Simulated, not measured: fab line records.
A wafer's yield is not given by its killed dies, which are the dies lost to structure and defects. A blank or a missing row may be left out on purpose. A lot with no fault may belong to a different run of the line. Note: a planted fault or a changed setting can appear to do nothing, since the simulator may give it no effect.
A struck lot beside a sound one    flow sky130    35 out of 708 route steps
Sound: these wafers, L288.1, L288.3, L288.6. Struck: wafers L296.4, L296.5. (L296.3 of the same lot was not struck and is left out.) The cause comes at the end.
Per side, at each step with rows, come the tool, then ch with its chambers, and then its first start. Under that, the readings that differ: sound wafers    struck wafers    difference of the means    sigmas: that difference in standard deviations of wafers without a fault.
alike: readings whose means differ by less than 2 such deviations, and words and numbers that are the same on both sides. not compared: withheld readings, readings that some wafer has no value for, bounds like >300 that may hide the same value, and numbers for which the record gives no deviation and whose values overlap.
The two part at a step that has a row with sigmas, a row that says differs or no value, or rows on one side only. Numbers that don't overlap but have no deviation are shown without sigmas and don't part them. Lack of a reading on every wafer of one side parts them only where that side has two or more wafers.

first, 8 steps without rows for these wafers: SKY_CAPM_SPUTTER_02 (material TiN, target thk 200 nm, time 166.7 s); SKY_CAPM_DEHYDRATE_05 (time 60 s); SKY_CAPM_HMDS_06 (prime time 60 s); SKY_CAPM_COAT_07 (resist thk 1140 nm); SKY_CAPM_SOFTBAKE_08 (time 60 s); SKY_CAPM_EXPOSE_09 (exposes mask CAPM, target cd 1000 nm); SKY_CAPM_PEB_10; SKY_CAPM_DEVELOP_11 (develop time 60 s).
SKY_CAPM_METAL_ETCH_13: etches TiN in Cl2/BCl3, stops on SiO2, target depth 220 nm, time 62.9 s.
  sound on rie metal-01 ch 1, day 40 06:59; struck on rie metal-01 ch 1, day 42 12:14
  alike: drypump motor current A, oes product au, throttle valve pct
  not compared: rf hours counter h
then, 25 steps without rows for these wafers: SKY_CAPM_STRIP_14 (strips in O2/N2); SKY_CAPM_STRIP_15 (strips in post etch residue remover, time 1200 s); SKY_CAPM_CLEAN_16 (cleans in IPA, time 180 s); SKY_CAPM_CLEAN_17 (cleans in O3/DIW); SKY_METAL3_DEHYDRATE_05 (time 60 s); SKY_METAL3_HMDS_06 (prime time 60 s); SKY_METAL3_COAT_07 (resist thk 60 nm); SKY_METAL3_COAT_08 (resist thk 1140 nm); SKY_METAL3_SOFTBAKE_09 (time 90 s); SKY_METAL3_EXPOSE_10 (exposes mask MM3, target cd 300 nm); SKY_METAL3_PEB_11; SKY_METAL3_DEVELOP_12 (develop time 60 s); SKY_METAL3_DESCUM_15 (chemistry O2, time 8 s); SKY_METAL3_ETCH_16 (etches BARC in N2/H2, stops on SiO2, time 88.2 s, target depth 60 nm); SKY_METAL3_ETCH_17 (etches SiO2 in C4F8/O2/Ar, stops on TiN, time 3.9 s, target depth 15 nm); SKY_METAL3_METAL_ETCH_18 (etches the open film in Cl2/BCl3, stops on SiO2, target depth 845 nm, time 183.1 s); SKY_METAL3_STRIP_19 (strips in O2/N2); SKY_METAL3_STRIP_20 (strips in post etch residue remover, time 1200 s); SKY_METAL3_CLEAN_21 (cleans in IPA, time 180 s); SKY_METAL3_CLEAN_22 (cleans in O3/DIW); SKY_VIA3_HDPCVD_00 (deposits SiO2, target thk 1635 nm, time 272.5 s); SKY_VIA3_CMP_02 (polishes SiO2); SKY_VIA3_DEHYDRATE_04 (time 60 s); SKY_VIA3_HMDS_05 (prime time 60 s); SKY_VIA3_COAT_06 (resist thk 60 nm).
-- the record jumps here: 7 days lie between the struck wafers' starts before and after (it left off in module VIA3 and takes up again in module PAD_OPEN, whose first step shown is number 708 of the route) --
SKY_PAD_OPEN_PROBE_99:
  struck on prober-02, day 49 20:30; sound on prober-01, day 48 03:22
reading                                sound                struck       difference  sigmas
defect limited yield (%)               81.7 79.7 84.3       71.7 72.6    -9.8        -5
killed_at_M4_up                        3 1 2                10 5         +6          +3
killed at other                        1 0 1                51 53        +51         +89
killed dies                            90 100 77            139 135      +48         +5
killed on rim                          16 24 15             31 33        +14         +4
sort_bin_3_pad_short (%)               0.4 1.6 0.2          4.5 4.3      +3.7        +9
sort_bin_5_function (%)                11.2 12.6 9.1        18.1 16.3    +6.2        +4
sort n pass                            402 392 415          353 357      -48         -5
sort yield pct (%)                     81.7 79.7 84.3       71.7 72.6    -9.8        -5
model.etest.tester.sort n pass         402 392 415          353 357      -48         
model.etest.tester.sort yield pct (%)  81.71 79.67 84.35    71.75 72.56  -9.75       
model.etest.tester.sort_bin_5_pct (%)  11.18 12.6 9.146     18.09 16.26  +6.20       
model.etest.tester.sort_bin_3_pct (%)  0.4065 1.626 0.2033  4.472 4.268  +3.625      
  alike: killed_at_M0_to_M3, killed at contacts, killed at front end, killed open, killed short, sort_bin_6_memory

## WHERE THEY PART
Only at SKY_PAD_OPEN_PROBE_99, within this record.

WHY: the cause the simulator had injected
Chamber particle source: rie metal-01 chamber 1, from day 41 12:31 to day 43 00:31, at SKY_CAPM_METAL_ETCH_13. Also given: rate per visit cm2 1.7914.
